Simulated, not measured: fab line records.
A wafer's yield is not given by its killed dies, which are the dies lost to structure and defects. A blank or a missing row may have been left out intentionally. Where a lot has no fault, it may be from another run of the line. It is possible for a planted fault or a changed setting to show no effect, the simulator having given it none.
Matching of chambers ; flow sky130 ; SKY_VIA1_ETCH_15 on rieDiel-04 has 4 sister chambers
The step etches SiO2 in C4F8/O2/Ar, stops on TiN, target depth 351 nm, time 54 s. 4 wafers are shown with their chamber, then 12 later ones without.

WAFERS PAIRED WITH THEIR CHAMBERS
wafer;chamber;oesProductAu (a.u.)
L086.4;0;0.979
L088.6;1;0.987
L090.5;3;0.982
L090.6;2;0.979

WAFERS MISSING THEIR CHAMBER
wafer;oesProductAu (a.u.)
L094.2;0.973
L094.3;0.984
L094.4;0.983
L095.2;0.977
L095.3;0.981
L095.4;0.985
L096.2;0.981
L096.4;0.979
L096.6;0.981
L097.2;0.988
L097.3;0.980
L097.5;0.993

CHAMBER TAKEN BY EACH
wafer;from the rows above;in truth
L094.2;can't be placed: 0 or 2 or 3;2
L094.3;can't be placed: 3 or 1 or 0 or 2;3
L094.4;can't be placed: 3 or 0 or 1 or 2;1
L095.2;can't be placed: 0 or 2 or 3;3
L095.3;can't be placed: 3 or 0 or 2 or 1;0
L095.4;can't be placed: 1 or 3 or 0 or 2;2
L096.2;can't be placed: 3 or 0 or 2 or 1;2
L096.4;can't be placed: 0 or 2 or 3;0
L096.6;can't be placed: 3 or 0 or 2 or 1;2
L097.2;can't be placed: 1 or 3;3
L097.3;can't be placed: 0 or 2 or 3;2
L097.5;can't be placed: 1 or 3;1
Placed correctly: 0 of 12. These rows do not allow placing 12 (true chamber among the candidates in 12). Number placed wrongly: 0.
How it was worked out, from the rows above alone: a wafer's distance from a chamber is the root of the sum, over the readings, of the square of ((its reading less the chamber's mean) divided by the reading's scatter). If the next closest chamber is less than 2 further off than the closest, the wafer can't be placed; otherwise it belongs to the closest. The mean given for a chamber averages the wafers shown for that chamber. The scatter: root of mean squared gap, hidden wafer to nearest shown wafer, with one shown wafer a chamber.
